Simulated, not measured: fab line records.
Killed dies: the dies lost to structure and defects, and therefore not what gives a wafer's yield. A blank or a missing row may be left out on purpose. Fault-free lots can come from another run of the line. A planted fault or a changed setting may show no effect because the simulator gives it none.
One fault through the eyes of 2 desks + flow gf180mcu + each desk holds nothing but its own numbers, with what lay behind them at the end

== FOR THE TOOL OWNER'S DESK: litho_track-04 ==
The tool's own readings at GF_HV_LDD_COAT_14 (resist thk 1000 nm): means of the sampled wafers that have a number, for each lot that ran on this tool. The brackets show how far a lot's mean lies from the usual mean; more than 4 standard deviations puts the lot out of limits, marked OUT.
Columns: A = spin_speed_rpm at GF_HV_LDD_COAT_14, usual 2999.7 rpm
| lot  | first seen here | A                        |
|------|-----------------|--------------------------|
| L852 | day 10 04:59    | 2999.7                   |
| L855 | day 11 05:15    | 3002.3                   |
| L859 | day 12 13:12    | 2998.2                   |
| L861 | day 13 02:33    | 3002.2                   |
| L867 | day 15 04:24    | 3195.1 (+99 or more) OUT |
| L868 | day 15 09:48    | 3196.4 (+99 or more) OUT |
Finding of this desk: L867, L868 out of limits; the first was L867 at day 15 04:24, on spin_speed_rpm at GF_HV_LDD_COAT_14. In limits: L852, L855, L859, L861.

== AT THE METROLOGY DESK ==
What the gauges read, lot by lot, whatever tool the lot ran on: means of the sampled wafers that have a number. The brackets show how far a lot's mean lies from the usual mean; more than 4 standard deviations puts the lot out of limits, marked OUT.
Columns: A = VT_IMPLANT_03_OVL at GF_VT_IMPLANT_OVL_MEAS_40, usual -0.9 nm
| lot  | first seen here | A    |
|------|-----------------|------|
| L852 | day 7 11:08     | -0.7 |
| L855 | day 8 07:54     | 0.1  |
| L856 | day 8 13:21     | -1.6 |
| L858 | day 9 04:06     | -1.6 |
| L859 | day 9 12:25     | -0.7 |
| L861 | day 9 23:46     | -1.1 |
| L863 | day 10 14:22    | -1.2 |
| L867 | day 11 19:46    | -1.2 |
| L868 | day 12 00:13    | 0.6  |
| L872 | day 13 04:43    | -0.9 |
| L873 | day 13 11:22    | -0.6 |
| L875 | day 14 03:40    | 0.7  |
Result from this desk: across the 12 lots, nothing is out of limits.

== PUT TOGETHER ==
On L867, L868, at day 15 04:24, an alarm was possible from the tool owner's desk.
Nothing out of limits was seen by the metrology desk.
The metrology desk holds a record of L867, L868, inside its limits.
Every lot named ran GF_HV_LDD_COAT_14 on litho_track-04.

== WHAT WAS PUT IN BY THE SIMULATOR ==
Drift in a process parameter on litho_track-04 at GF_HV_LDD_COAT_14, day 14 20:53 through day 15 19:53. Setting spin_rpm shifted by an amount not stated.
Struck lots among those shown: L867, L868.
Hours from the fault's start to each desk's first reading out of limits: the tool owner's desk, 8.
